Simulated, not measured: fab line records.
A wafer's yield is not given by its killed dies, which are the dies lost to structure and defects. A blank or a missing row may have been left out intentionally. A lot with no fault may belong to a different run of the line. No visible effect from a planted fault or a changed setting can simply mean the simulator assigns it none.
Problem report, 8D (eight disciplines) form, completed by code -- flow gf180mcu -- the parts of the form that need people (team, actions taken, sign-off) are left out

== 1. THE ISSUE ==
Across 6 wafers from 2 lots, HV_LDD_2_TW at GF_HV_LDD_TW_MEAS_23 averages 918, while fault-free wafers read 1061 with a standard deviation of 19. That puts it -7.5 standard deviations away from the usual mean.
First observed at day 16 17:02: wafer L748.1, on filmMetro-03. The record holds 39 wafers of 13 lots with a number at this step. The rule behind "out" and "out of limits": a value lying over 4 standard deviations away from the usual mean. Any other wafer with a number is counted as sound.

== 2. WHAT THIS IS AND IS NOT ==
question,is,is not
which readings at this step,HV_LDD_2_TW,-
which lots,"L748, L749","L729, L730, L731, L733, L734, L735, L736, L737, L738, L741, L745"
which wafers of those lots,all that have a number,-
read on which gauges,"filmMetro-03, filmMetro-04",filmMetro-02
when,from day 16 17:02,up to then (33 sound wafers)

== 3. SUSPECTS, AND WHAT RULES EACH OUT ==
Counting: any tool at a process step up to the reading is kept as a suspect provided that every lot that is out went through it and no sound lot did after the first of them.
- the gauge at GF_HV_LDD_TW_MEAS_23 is ruled out. 2 gauges (filmMetro-03, filmMetro-04) read the wafers that are out.
- implanter-04 at GF_HV_LDD_IMPLANT_21: kept. Every lot that is out went through it, starting with L748 (day 16 16:47), and after that it ran no sound lot; the last sound lot it ran before then is L741 (day 14 23:17). Its own readings are out on those wafers: beamEnergyKeV.
Remaining after the count: implanter-04 at GF_HV_LDD_IMPLANT_21.

== 4. THE CAUSE (what the simulator had put in) ==
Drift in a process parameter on implanter-04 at GF_HV_LDD_IMPLANT_21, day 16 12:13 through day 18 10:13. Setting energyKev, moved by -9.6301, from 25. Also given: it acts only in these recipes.
Only this tool survived the counting.

== 5. SEQUENCE OF EFFECTS, ordered by route ==
Each row: a reading where the mean over the struck wafers with a number is more than 3 standard deviations away from the usual. Only readings whose record carries a usual standard deviation are examined. hours: median over the lots of the time between each lot's start at the first step of this table that gives one and its start at this step. sigmas: the change, counted in usual standard deviations.
hours,step,reading,usual,on struck wafers,change,sigmas
0,GF_HV_LDD_IMPLANT_21,beamEnergyKeV,25.000,15.362,-9.638,-99 or more
0,GF_HV_LDD_TW_MEAS_23,HV_LDD_2_TW,1061,918,-143,-7.5
Its process steps:
- GF_HV_LDD_IMPLANT_21

== 6. WHAT WOULD HAVE CAUGHT IT SOONER ==
Counted from the fault's start at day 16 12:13, it took 5 hours until the first out-of-limits reading at a measuring or inspecting step in this record, taken at day 16 17:02.
At GF_HV_LDD_IMPLANT_21, the tool's own readings (beamEnergyKeV) were out on each struck wafer the step has a row for, so an alarm limit on them would have fired on the first such wafer.
Lots out: 2; of these, L749 started GF_HV_LDD_IMPLANT_21 on implanter-04 after day 16 17:02. Holding the tool at that time would have saved it.
